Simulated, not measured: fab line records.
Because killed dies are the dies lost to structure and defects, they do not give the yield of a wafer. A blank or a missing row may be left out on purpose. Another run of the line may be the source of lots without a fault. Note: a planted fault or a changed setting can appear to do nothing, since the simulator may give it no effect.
The same fault as seen by 2 desks | flow sky130 | numbers are kept per desk, each desk with only its own; the story behind them comes last

== AT THE TOOL OWNER'S DESK: pvd-sputter-02 ==
The tool's own readings at SKY_METAL4_SPUTTER_00 (material Ti, target thk 15 nm, time 10 s): means of the sampled wafers that have a number, for each lot that ran on this tool. The brackets show how far a lot's mean lies from the usual mean; more than 4 standard deviations puts the lot out of limits, marked OUT.
Columns: A = cathode-dc-power-W at SKY_METAL4_SPUTTER_00, usual 3000.0 W; B = chamber-pressure-pa at SKY_METAL4_SPUTTER_00, usual 0.4001 Pa; C = throttle-valve-pct at SKY_METAL4_SPUTTER_00, usual 30.1 %
lot  | first seen here | A      | B      | C
L563 | day 40 02:24    | 2999.7 | 0.4009 | 30.6
L570 | day 43 03:56    | 3000.4 | 0.3997 | 31.7
L571 | day 43 06:00    | 3000.1 | 0.4001 | 31.0
L574 | day 43 09:47    | 2999.7 | 0.4003 | 30.5
L576 | day 43 17:59    | 3000.4 | 0.4001 | 29.2
Finding of this desk: none of the 5 lots has anything out of limits.

== AT THE METROLOGY DESK ==
What the gauges read, lot by lot, whatever tool the lot ran on: means of the sampled wafers that have a number. The brackets show how far a lot's mean lies from the usual mean; more than 4 standard deviations puts the lot out of limits, marked OUT.
Columns: A = VIA2_BOW at SKY_VIA2_BOW_MEAS_03, usual 86 um; B = VIA2_OVL at SKY_VIA2_OVL_MEAS_13, usual -1 nm
lot  | first seen here | A  | B
L563 | day 35 12:49    | 87 | 1
L566 | day 36 23:14    | 87 | 5
L570 | day 38 20:09    | 89 | -7
L571 | day 38 22:54    | 85 | 12
L574 | day 39 01:37    | 90 | -7
L573 | day 39 01:59    | 81 | 2
L576 | day 39 13:08    | 89 | -1
L578 | day 40 08:15    | 91 | -7
L579 | day 40 22:02    | 83 | -6
L581 | day 41 02:57    | 88 | 0
L582 | day 41 04:29    | 89 | -12
L585 | day 42 04:23    | 78 | -6
L586 | day 42 08:32    | 77 | -5
Finding of this desk: none of the 13 lots has anything out of limits.

== ALL TOGETHER ==
The desk of the tool owner found nothing out of limits.
Nothing out of limits was seen by the metrology desk.

== WHAT HAD BEEN PUT IN BY THE SIMULATOR ==
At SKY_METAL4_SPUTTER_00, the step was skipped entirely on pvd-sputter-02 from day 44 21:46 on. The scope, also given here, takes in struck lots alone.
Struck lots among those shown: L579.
